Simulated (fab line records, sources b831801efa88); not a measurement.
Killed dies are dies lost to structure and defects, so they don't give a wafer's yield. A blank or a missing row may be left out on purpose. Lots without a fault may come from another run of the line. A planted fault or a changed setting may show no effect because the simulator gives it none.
A struck lot beside a sound one | flow sky130 | 15 steps out of a route of 708
Sound: wafers L533.1, L533.2, L533.4. Struck: wafers L538.2, L538.4, L538.5. The cause comes at the end.
At each step with rows: each side's tool, then ch and its chambers, then its first start. Under that, the readings that differ: sound wafers | struck wafers | difference of the means | sigmas: that difference in standard deviations of wafers without a fault.
alike: readings whose means differ by less than 2 such deviations, and words and numbers that are the same on both sides. not compared: withheld readings, readings that some wafer has no value for, bounds like >300 that may hide the same value, and numbers for which the record gives no deviation and whose values overlap.
The two part at a step that has a row with sigmas, a row that says differs or no value, or rows on one side only. Numbers that don't overlap but have no deviation are shown without sigmas and don't part them. A reading that every wafer of one side lacks parts them only if that side has two wafers or more.

first, 6 steps without rows for these wafers: SKY_DNWELL_COAT_02 (resist thk 3000 nm); SKY_DNWELL_SOFTBAKE_03; SKY_DNWELL_EXPOSE_04 (exposes mask DNM, target cd 3000 nm); SKY_DNWELL_PEB_05; SKY_DNWELL_DEVELOP_06 (develop time 60 s); SKY_DNWELL_IMPLANT_07.
SKY_DNWELL_STRIP_08: strips in O2/N2.
  sound on plasma_asher-02 ch 0,1, day 5 16:26; struck on plasma_asher-04 ch 0,1, day 6 19:32
  alike: drypump_motor_current_A, oes_product_au, strip_time_to_endpoint_s
  not compared: rf_hours_counter_h
SKY_DNWELL_TW_MEAS_09:
  sound on film_metro-04, day 5 16:32; struck on film_metro-04, day 6 19:38
  alike: DNWELL_TW
then, 4 steps without rows for these wafers: SKY_PWDE_DEHYDRATE_00 (time 60 s); SKY_PWDE_HMDS_01 (prime time 60 s); SKY_PWDE_COAT_02 (resist thk 3000 nm); SKY_PWDE_SOFTBAKE_03.
SKY_PWDE_EXPOSE_04: exposes mask PWDEM, target cd 840 nm.
  sound on iline_stepper-02 ch 0, day 6 02:28; struck on iline_stepper-01 ch 0, day 7 05:46
  reading              | sound                | struck               | difference | sigmas
  exposure_dose_mJ_cm2 | 214.10 213.93 214.30 | 219.01 219.07 218.89 | +4.88      | +21
  alike: mask, reticle_temp_C
then, 1 step without rows for these wafers: SKY_PWDE_PEB_05.
-- the record jumps here: 43 days lie between the struck wafers' starts before and after (it left off in module PWDE and takes up again in module PAD_OPEN, whose first step shown is number 708 of the route) --
SKY_PAD_OPEN_PROBE_99:
  sound on prober-01, day 48 21:29; struck on prober-01, day 49 19:42
  alike: killed_at_M0_to_M3, killed_at_M4_up, killed_at_contacts, killed_at_front_end, killed_at_other, killed_dies, killed_open, killed_short

WHERE THEY PART
Only at SKY_PWDE_EXPOSE_04, within this record. Later steps at which nothing parts them and some readings are alike: SKY_PAD_OPEN_PROBE_99.

WHY: what the simulator had put in
Process parameter drift: iline_stepper-01, from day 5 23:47 on, at SKY_PWDE_EXPOSE_04. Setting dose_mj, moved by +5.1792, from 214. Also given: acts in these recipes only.
